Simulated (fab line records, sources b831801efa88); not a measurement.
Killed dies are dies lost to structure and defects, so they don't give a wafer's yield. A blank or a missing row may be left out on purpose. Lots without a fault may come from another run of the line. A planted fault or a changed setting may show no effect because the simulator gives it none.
Problem report in the 8D (eight disciplines) form, filled by code | flow sfq_line | the parts of the form that need people (team, actions taken, sign-off) are left out

1. THE PROBLEM
spin_speed_rpm at SFQ_TRILAYER_L0_VIA_LITHO_COAT_013 reads a mean of 2703.3 rpm on 6 wafers of 2 lots; wafers without a fault read 3000.3 rpm with a standard deviation of 2.1. That is -99 or more standard deviations from the usual mean.
The step: resist thk 650 nm.
First seen on wafer L961.2, day 7 14:24, on litho_track-03. The record holds 42 wafers of 14 lots with a number at this step. Rule for "out", or "out of limits": more than 4 standard deviations from the usual mean. The other wafers with a number count as sound.

2. WHAT IT IS AND WHAT IT IS NOT
question                    | is                     | is not
which readings at this step | spin_speed_rpm         | -
which lots                  | L961, L962             | L947, L948, L951, L952, L958, L959, L960, L963, L966, L968, L969, L970
which wafers of those lots  | all that have a number | -
read on which tools         | litho_track-03         | litho_track-02, litho_track-04
when                        | from day 7 14:24       | up to then (21 sound wafers); but 15 sound wafers of L963, L966, L968, L969, L970 came after

3. SUSPECTS, AND WHAT RULES EACH OUT
Counting: a tool at a process step up to the reading stays a suspect if it ran every lot that is out and no sound lot after the first of them.
- litho_track-03 at SFQ_TRILAYER_L0_VIA_LITHO_COAT_013 (resist thk 650 nm): kept. It ran every lot that is out, first L961 (day 7 14:24), and no sound lot after that; its last sound lot up to then is L960 (day 7 07:13). Its own readings are out on those wafers: spin_speed_rpm.
Left after counting: litho_track-03 at SFQ_TRILAYER_L0_VIA_LITHO_COAT_013.

4. THE CAUSE (what the simulator had put in)
Process parameter drift: litho_track-03, from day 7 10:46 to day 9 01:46, at SFQ_TRILAYER_L0_VIA_LITHO_COAT_013. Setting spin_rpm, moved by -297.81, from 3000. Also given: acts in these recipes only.
Counting left only this tool.

5. THE CHAIN OF EFFECTS, in route order
Each row: a reading whose mean over the struck wafers that have a number lies more than 3 standard deviations from the usual. Only readings for which the record gives a usual standard deviation are gone through. hours: the time from each lot's start at the first step in this table that gives one to its start at this step, as a median over the lots. sigmas: the change in usual standard deviations.
hours | step                               | reading        | usual      | on struck wafers | change | sigmas
0     | SFQ_TRILAYER_L0_VIA_LITHO_COAT_013 | spin_speed_rpm | 3000.3 rpm | 2703.3           | -297.0 | -99 or more
The process steps in it:
- SFQ_TRILAYER_L0_VIA_LITHO_COAT_013: resist thk 650 nm.

6. WHAT WOULD HAVE CAUGHT IT SOONER
In this record the first reading out of limits was taken at day 7 14:24, 4 hours after the fault began at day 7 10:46.
